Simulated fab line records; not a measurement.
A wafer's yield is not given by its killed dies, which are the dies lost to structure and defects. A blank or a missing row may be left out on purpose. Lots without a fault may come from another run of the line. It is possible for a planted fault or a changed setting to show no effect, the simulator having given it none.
fab line records ; flow gf180mcu
record: lots: 15; wafers: 45; last_day: 35
route steps=602 shown M5@536 V5@544 PASSIVATION@597
lots with no fault: from the same line, run without faults
start_h: the number of hours between the record's first day and the start of the first shown wafer of the lot ; wait_h: how many hours have passed since the lot's step before this one ; " identical to the entry in the row above ; L1.1+2: one row covering several wafers at once ; - either no value or no given start ; * or withheld: withheld ; < > ~ a bound
route shown NAME@n: a module of which the file shows steps, and the number in the route of the first ; usual: mean/standard deviation of fault-free wafers ; same: alike in all rows ; chamber/n: place in a boat ; sites: each site's reading ; _std_site: the standard deviation of these ; _edge_site: mean of outer sites minus mean of inner sites ; radius_mm: how far each site lies from the wafer's centre ; mask NAME#n: copy n ; behind: the tool/chamber that last shaped the wafer ; hold: what put the lot on hold/how long, in hours/how the hold closed ; device: the n, p or np transistor that did not switch ; end of line: tests run on the same wafers once the route is complete ; for a step that has no rows: nothing shown but its recipe ; killed: not the wafer's yield, but the dies lost to structure and defects at the first sort ; map: a wafer's dies, x killed, . not, _ none there
set.NAME: setting as actually run; set.NAME@STEP: the setting as run at that earlier step ; model.NAME: the simulator's own value behind a step, which no gauge read
the route's steps for a sample of lots (tables are steps, rows are wafers)
services: when a tool's chamber went out of use (start_h, in hours from the record's first day, below 0 if earlier), for how many hours, and the reason
== steps ==
step: GF_M5_METAL_ETCH_10
recipe: chemistry: Cl2/BCl3; mask_material: KrF; target_depth_nm: 750.8; stop_on: SiO2; pressure_mtorr: 8; icp_w: 800; bias_w: 140; Cl2_flow_sccm: 80; bcl3_flow_sccm: 40; time_s: 125.1
usual: bias_w: 139.9/0.41; drypump_motor_current_A: 5.8/0.48; mfc_cl2_sccm: 80.00/0.25; oes_product_au: 0.991/0.0071; rf_fwd_power_W: 796/3.3; throttle_valve_pct: 28.229/0.012
lot.wafer;tool;chamber;start_h;wait_h;bias_w;drypump_motor_current_A;mfc_cl2_sccm;oes_product_au;rf_fwd_power_W;rf_hours_counter_h;throttle_valve_pct
L457.3;rie_metal-04;1;614.41;0.1;139.8;5.0;80.06;0.993;799;-;28.205
L457.4;rie_metal-04;1;614.41;0.1;139.9;5.0;80.25;0.989;795;-;28.218
L457.5;rie_metal-04;1;614.41;0.1;139.6;5.0;80.09;0.993;794;-;28.229
L459.1;rie_metal-04;1;639.81;0.0;139.7;5.0;79.71;0.988;797;11;28.213
L459.3;rie_metal-04;1;639.81;0.0;140.0;5.0;79.83;0.993;794;-;28.233
L459.4;rie_metal-04;0;639.81;0.0;139.9;6.1;80.14;0.998;792;-;28.221
L460.1;rie_metal-04;0;651.92;0.0;140.1;6.0;80.22;0.997;796;9;28.237
L460.2;rie_metal-04;1;651.92;0.0;139.8;5.0;79.95;0.998;797;11;28.236
L460.4;rie_metal-04;1;651.92;0.0;140.3;5.1;80.31;0.998;798;-;28.223
L461.3;rie_metal-04;0;654.69;0.1;139.3;6.1;80.02;0.991;798;-;28.238
L461.4;rie_metal-04;1;654.69;0.1;140.4;5.0;79.88;0.993;796;-;28.230
L461.5;rie_metal-04;1;654.69;0.1;140.1;5.0;80.42;0.997;801;-;28.234
L462.4;rie_metal-01;1;657.35;0.1;139.5;6.1;80.58;0.978;798;-;28.255
L462.5;rie_metal-01;1;657.35;0.1;140.3;6.2;80.49;0.967;796;-;28.258
L462.6;rie_metal-01;0;657.35;0.1;139.6;5.4;80.38;0.982;796;-;28.237
L463.2;rie_metal-03;1;672.67;0.1;140.1;6.2;80.15;0.993;789;-;28.220
L463.3;rie_metal-03;1;672.67;0.1;140.2;6.2;79.84;0.998;788;-;28.220
L463.6;rie_metal-03;1;672.67;0.1;140.4;6.2;80.17;0.986;793;-;28.216
L464.1;rie_metal-04;1;680.01;0.0;139.8;5.0;80.14;0.994;804;12;28.220
L464.2;rie_metal-04;0;680.01;0.0;140.0;6.0;79.46;0.992;795;10;28.217
L464.6;rie_metal-04;0;680.01;0.0;140.3;6.1;79.39;0.999;796;-;28.220
L466.1;rie_metal-03;0;692.22;0.0;140.0;6.0;80.05;0.988;795;0;28.216
L466.2;rie_metal-03;1;692.22;0.0;139.9;6.2;79.80;0.998;789;7;28.235
L466.6;rie_metal-03;1;692.22;0.0;140.1;6.2;80.00;0.994;794;-;28.231
L468.1;rie_metal-03;0;703.62;0.0;140.7;6.0;80.20;0.992;794;1;28.242
L468.4;rie_metal-03;0;703.62;0.0;140.6;6.0;80.05;0.990;797;-;28.231
L468.6;rie_metal-03;0;703.62;0.0;140.5;6.0;80.17;0.992;798;-;28.238
L469.1;rie_metal-01;1;711.22;0.0;140.3;6.2;79.82;0.982;796;6;28.266
L469.2;rie_metal-01;0;711.22;0.0;140.3;5.4;80.02;0.998;796;8;28.239
L469.4;rie_metal-01;0;711.22;0.0;139.6;5.3;80.12;0.985;794;-;28.215
L471.3;rie_metal-01;1;721.30;0.1;140.4;6.2;80.06;0.981;795;-;28.240
L471.4;rie_metal-01;0;721.30;0.1;140.0;5.4;80.05;1.000;794;-;28.229
L471.5;rie_metal-01;0;721.30;0.1;139.8;5.4;80.19;0.993;797;-;28.225
L475.1;rie_metal-04;1;749.02;0.0;139.7;5.0;79.76;0.986;793;16;28.223
L475.5;rie_metal-04;1;749.02;0.0;139.9;5.0;79.75;0.978;798;-;28.223
L475.6;rie_metal-04;0;749.02;0.0;139.6;6.1;79.71;0.987;795;-;28.238
L476.1;rie_metal-01;1;751.41;0.0;138.7;6.2;79.76;0.979;795;9;28.237
L476.2;rie_metal-01;0;751.41;0.0;139.8;5.4;79.80;0.998;797;10;28.233
L476.5;rie_metal-01;0;751.41;0.0;139.6;5.4;79.40;0.998;798;-;28.242
L477.1;rie_metal-03;0;761.37;0.0;140.0;6.0;79.97;1.000;794;4;28.239
L477.2;rie_metal-03;1;761.37;0.0;140.1;6.2;79.97;0.990;795;11;28.243
L477.4;rie_metal-03;1;761.37;0.0;140.0;6.2;80.19;0.979;795;-;28.219
L480.2;rie_metal-03;0;781.92;0.0;139.5;6.0;79.85;0.991;797;5;28.225
L480.4;rie_metal-03;1;781.92;0.0;140.0;6.2;79.45;0.984;790;-;28.232
L480.6;rie_metal-03;1;781.92;0.0;139.8;6.2;79.80;0.986;795;-;28.227
step: GF_M5_STRIP_11
recipe: chemistry: O2/N2; power_w: 1400; pressure_mtorr: 1500; platen_temp_c: 250; o2_flow_sccm: 3000; n2_flow_sccm: 300; overash_fraction: 0.5
usual: drypump_motor_current_A: 5.7/0.55; heater_power_w: 366/28; oes_product_au: 0.523/0.0056; strip_time_to_endpoint_s: 7.03/0.054
lot.wafer;tool;chamber;start_h;wait_h;drypump_motor_current_A;heater_power_w;oes_product_au;rf_hours_counter_h;strip_time_to_endpoint_s
L457.3;plasma_asher-02;1;614.61;0.2;6.3;332;0.521;-;7.04
L457.4;plasma_asher-02;0;614.61;0.2;6.4;415;0.520;-;7.03
L457.5;plasma_asher-02;1;614.61;0.2;6.3;335;0.519;-;7.01
L459.1;plasma_asher-01;0;639.98;0.1;5.0;356;0.529;83;7.02
L459.3;plasma_asher-01;0;639.98;0.1;5.0;369;0.528;-;7.03
L459.4;plasma_asher-01;1;639.98;0.1;5.4;386;0.520;-;6.95
L460.1;plasma_asher-04;1;652.05;0.1;5.6;344;0.517;102;6.99
L460.2;plasma_asher-04;0;652.05;0.1;5.1;363;0.530;102;7.00
L460.4;plasma_asher-04;1;652.05;0.1;5.6;342;0.524;-;7.01
L461.3;plasma_asher-01;0;654.81;0.1;5.0;347;0.524;-;7.03
L461.4;plasma_asher-01;1;654.81;0.1;5.4;393;0.523;-;6.98
L461.5;plasma_asher-01;0;654.81;0.1;5.0;340;0.530;-;7.06
L462.4;plasma_asher-02;1;657.47;0.1;6.3;338;0.525;-;7.14
L462.5;plasma_asher-02;1;657.47;0.1;6.3;333;0.521;-;7.11
L462.6;plasma_asher-02;0;657.47;0.1;6.4;404;0.531;-;7.02
L463.2;plasma_asher-04;1;672.88;0.2;5.6;344;0.513;104;7.01
L463.3;plasma_asher-04;0;672.88;0.2;5.1;356;0.515;-;6.98
L463.6;plasma_asher-04;1;672.88;0.2;5.6;343;0.524;-;6.99
L464.1;plasma_asher-01;0;680.14;0.1;5.0;348;0.523;87;7.03
L464.2;plasma_asher-01;1;680.14;0.1;5.4;387;0.516;87;6.96
L464.6;plasma_asher-01;1;680.14;0.1;5.4;388;0.520;-;6.97
L466.1;plasma_asher-02;0;692.35;0.1;6.4;402;0.517;62;7.11
L466.2;plasma_asher-02;1;692.35;0.1;6.3;327;0.528;62;7.00
L466.6;plasma_asher-02;1;692.35;0.1;6.3;333;0.517;-;7.00
L468.1;plasma_asher-01;1;703.75;0.1;5.4;392;0.521;89;7.00
L468.4;plasma_asher-01;0;703.75;0.1;5.0;350;0.520;-;7.03
L468.6;plasma_asher-01;1;703.75;0.1;5.4;399;0.519;-;7.03
L469.1;plasma_asher-01;1;711.35;0.1;5.4;381;0.535;90;7.22
L469.2;plasma_asher-01;0;711.35;0.1;5.0;363;0.520;90;7.02
L469.4;plasma_asher-01;0;711.35;0.1;5.0;353;0.523;-;7.05
L471.3;plasma_asher-01;1;721.42;0.1;5.4;395;0.531;-;7.15
L471.4;plasma_asher-01;0;721.42;0.1;5.0;346;0.521;-;6.99
L471.5;plasma_asher-01;1;721.42;0.1;5.4;389;0.513;-;7.00
L475.1;plasma_asher-04;0;749.15;0.1;5.1;371;0.522;1;7.05
L475.5;plasma_asher-04;1;749.15;0.1;5.6;334;0.527;-;7.04
L475.6;plasma_asher-04;0;749.15;0.1;5.1;358;0.523;-;6.98
L476.1;plasma_asher-04;1;751.54;0.1;5.6;339;0.522;1;7.09
L476.2;plasma_asher-04;0;751.54;0.1;5.1;364;0.526;1;7.01
L476.5;plasma_asher-04;0;751.54;0.1;5.1;373;0.518;-;6.96
L477.1;plasma_asher-02;1;761.50;0.1;6.3;331;0.520;70;6.95
L477.2;plasma_asher-02;0;761.50;0.1;6.4;400;0.528;70;7.04
L477.4;plasma_asher-02;1;761.50;0.1;6.3;332;0.529;-;7.03
L480.2;plasma_asher-02;1;782.05;0.1;6.3;326;0.531;72;7.00
L480.4;plasma_asher-02;0;782.05;0.1;6.3;395;0.525;-;7.02
L480.6;plasma_asher-02;0;782.05;0.1;6.4;394;0.524;-;7.11
step: GF_V5_CMP_04
recipe: material: SiO2; down_force_psi: 4; platen_rpm: 60; pad_velocity_m_s: 0.94248
usual: motor_current_A: 11.2/0.85; platen_rpm: 60.00/0.039; slurry_filter_dp_kPa: 13.50/0.14
lot.wafer;tool;chamber;start_h;wait_h;motor_current_A;platen_rpm;slurry_filter_dp_kPa
L457.3;cmp-01;3;615.39;0.0;11.3;59.99;13.73
L457.4;cmp-01;1;615.39;0.0;10.4;60.00;13.56
L457.5;cmp-01;0;615.39;0.0;11.2;60.05;13.52
L459.1;cmp-01;0;641.25;0.1;11.8;59.98;13.59
L459.3;cmp-01;1;641.25;0.1;11.1;59.99;13.37
L459.4;cmp-01;2;641.25;0.1;10.3;60.02;13.60
L460.2;cmp-01;3;652.85;0.0;11.9;60.01;13.77
L460.4;cmp-01;1;652.85;0.0;10.5;59.99;13.63
L460.1;cmp-01;2;652.85;0.0;10.4;59.99;13.61
L461.4;cmp-02;1;655.64;0.0;11.2;60.01;13.34
L461.3;cmp-02;3;655.64;0.0;10.1;59.99;13.38
L461.5;cmp-02;2;655.64;0.0;11.6;59.98;13.42
L462.4;cmp-01;1;658.30;0.1;10.1;60.02;13.58
L462.5;cmp-01;0;658.30;0.1;11.1;60.02;13.43
L462.6;cmp-01;1;658.30;0.1;10.8;60.06;13.67
L463.3;cmp-01;3;673.69;0.0;11.3;59.90;13.61
L463.2;cmp-01;0;673.69;0.0;11.0;60.07;13.42
L463.6;cmp-01;0;673.69;0.0;11.3;59.94;13.35
L464.2;cmp-02;3;680.99;0.1;10.5;60.06;13.66
L464.1;cmp-02;1;680.99;0.1;10.9;60.04;13.61
L464.6;cmp-02;0;680.99;0.1;12.6;59.95;13.43
L466.1;cmp-01;1;693.29;0.1;11.1;59.99;13.82
L466.2;cmp-01;2;693.29;0.1;10.4;60.02;13.42
L466.6;cmp-01;0;693.29;0.1;11.3;59.94;13.58
L468.4;cmp-01;3;704.55;0.0;11.8;60.00;13.34
L468.1;cmp-01;1;704.55;0.0;10.2;59.95;13.64
L468.6;cmp-01;0;704.55;0.0;11.0;60.03;13.54
L469.1;cmp-02;3;712.18;0.1;10.3;60.01;13.17
L469.2;cmp-02;0;712.18;0.1;13.7;59.99;13.43
L469.4;cmp-02;2;712.18;0.1;11.2;60.00;13.37
L471.3;cmp-02;3;722.25;0.1;10.4;59.96;13.49
L471.4;cmp-02;0;722.25;0.1;13.2;60.05;13.47
L471.5;cmp-02;2;722.25;0.1;11.2;59.97;13.68
L475.1;cmp-02;3;750.03;0.1;10.5;60.06;13.50
L475.5;cmp-02;2;750.03;0.1;11.2;60.01;13.30
L475.6;cmp-02;3;750.03;0.1;10.0;60.04;13.61
L476.1;cmp-01;3;752.49;0.1;11.9;59.99;13.60
L476.2;cmp-01;0;752.49;0.1;11.3;60.02;13.26
L476.5;cmp-01;3;752.49;0.1;11.1;59.99;13.33
L477.4;cmp-02;3;762.37;0.0;10.8;60.00;13.55
L477.1;cmp-02;0;762.37;0.0;12.9;60.05;13.27
L477.2;cmp-02;2;762.37;0.0;11.1;59.94;13.40
L480.2;cmp-02;0;782.94;0.1;13.2;60.01;13.33
L480.4;cmp-02;2;782.94;0.1;11.3;60.08;13.55
L480.6;cmp-02;0;782.94;0.1;12.8;59.99;13.67
step: GF_PASSIVATION_DEVELOP_10
recipe: develop_time_s: 60; dev_temp_c: 23
usual: chill_plate_temp_C: 22.98/0.1; develop_time_s: 60/0
lot.wafer;tool;chamber;start_h;wait_h;chill_plate_temp_C;develop_time_s
L457.3;litho_track-04;0;681;-;23.20;60
L457.4;litho_track-04;0;681;-;23.03;60
L457.5;litho_track-04;0;681;-;22.96;60
L459.1;litho_track-04;0;705;-;22.93;60
L459.3;litho_track-04;0;705;-;23.04;60
L459.4;litho_track-04;0;705;-;23.12;60
L460.1;litho_track-03;0;715;-;23.12;60
L460.2;litho_track-03;0;715;-;23.03;60
L460.4;litho_track-03;0;715;-;23.02;60
L461.3;litho_track-03;0;716;-;23.06;60
L461.4;litho_track-03;0;716;-;23.17;60
L461.5;litho_track-03;0;716;-;23.02;60
L462.4;litho_track-01;0;720;-;22.91;60
L462.5;litho_track-01;0;720;-;23.00;60
L462.6;litho_track-01;0;720;-;23.08;60
L463.2;litho_track-03;0;733;-;22.82;60
L463.3;litho_track-03;0;733;-;22.82;60
L463.6;litho_track-03;0;733;-;22.92;60
L464.1;litho_track-04;0;740;-;22.92;60
L464.2;litho_track-04;0;740;-;23.09;60
L464.6;litho_track-04;0;740;-;23.17;60
L466.1;litho_track-03;0;750;-;22.92;60
L466.2;litho_track-03;0;750;-;22.91;60
L466.6;litho_track-03;0;750;-;23.15;60
L468.1;litho_track-03;0;761;-;23.22;60
L468.4;litho_track-03;0;761;-;22.99;60
L468.6;litho_track-03;0;761;-;23.11;60
L469.1;litho_track-01;0;768;-;22.97;60
L469.2;litho_track-01;0;768;-;22.91;60
L469.4;litho_track-01;0;768;-;23.09;60
L471.3;litho_track-04;0;776;-;23.06;60
L471.4;litho_track-04;0;776;-;23.14;60
L471.5;litho_track-04;0;776;-;23.02;60
L475.1;litho_track-01;-;801;-;-;-
L475.5;litho_track-01;-;801;-;-;-
L475.6;litho_track-01;-;801;-;-;-
L476.1;litho_track-04;-;802;-;-;-
L476.2;litho_track-04;-;802;-;-;-
L476.5;litho_track-04;-;802;-;-;-
L477.1;litho_track-01;-;812;-;-;-
L477.2;litho_track-01;-;812;-;-;-
L477.4;litho_track-01;-;812;-;-;-
L480.2;litho_track-04;0;831;-;23.06;60
L480.4;litho_track-04;0;831;-;22.95;60
L480.6;litho_track-04;0;831;-;23.00;60
== services ==
tool;chamber;start_h;hours;kind
rie_metal-04;0;592.91;22.0;repair
cmp-02;-;594.59;0.9;repair
rie_metal-03;-;612.80;0.1;repair
cmp-02;-;632.75;9.7;pm
cmp-02;-;651.59;0.7;repair
cmp-01;-;662.04;1.9;repair
cmp-01;-;666.77;2.4;repair
rie_metal-01;1;674.30;4.0;repair
cmp-01;-;679.07;1.1;repair
cmp-02;-;709.71;1.2;repair
cmp-02;-;715.00;1.4;repair
cmp-01;-;725.54;1.6;repair
cmp-01;-;725.79;0.9;repair
plasma_asher-04;-;733.75;9.0;pm
cmp-01;-;744.00;4.0;pm
cmp-02;-;745.61;1.4;repair
cmp-01;-;748.00;-;consumable_replace:conditioner
cmp-01;-;748.00;-;consumable_replace:pad
rie_metal-04;1;766.93;-;clean
cmp-01;-;768.80;0.2;repair
rie_metal-03;-;772.45;0.5;repair
cmp-02;-;802.44;1.3;repair
cmp-02;-;821.80;1.3;repair
cmp-01;-;829.08;1.5;repair
== key ==
first_sign: step: GF_PASSIVATION_DEVELOP_10; reading: tool_record; direction: missing
effect none on later readings
met_at GF_PASSIVATION_DEVELOP_10
struck_lots L475,L476,L477
later_rows_left_out L475.1,L475.5,L475.6,L476.1,L476.2,L476.5,L477.1,L477.2,L477.4
sort_left_out L475.1,L475.5,L475.6,L476.1,L476.2,L476.5,L477.1,L477.2,L477.4
not_acting_at GF_M5_METAL_ETCH_10,GF_M5_STRIP_11,GF_V5_CMP_04
onset_between 776 801
fault: kind: skipped_step_whole; tool: litho_track-01,litho_track-04; chamber: -; onset_h: 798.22; steps: GF_PASSIVATION_DEVELOP_10; scope: struck_lots_only
sort_left_out: the simulated sort isn't trusted on such a fault, so these wafers' sort isn't shown, and their yield isn't known
later_rows_left_out: the simulator's readings of these wafers behind a module that went badly wrong aren't trusted and aren't shown, but for the sort
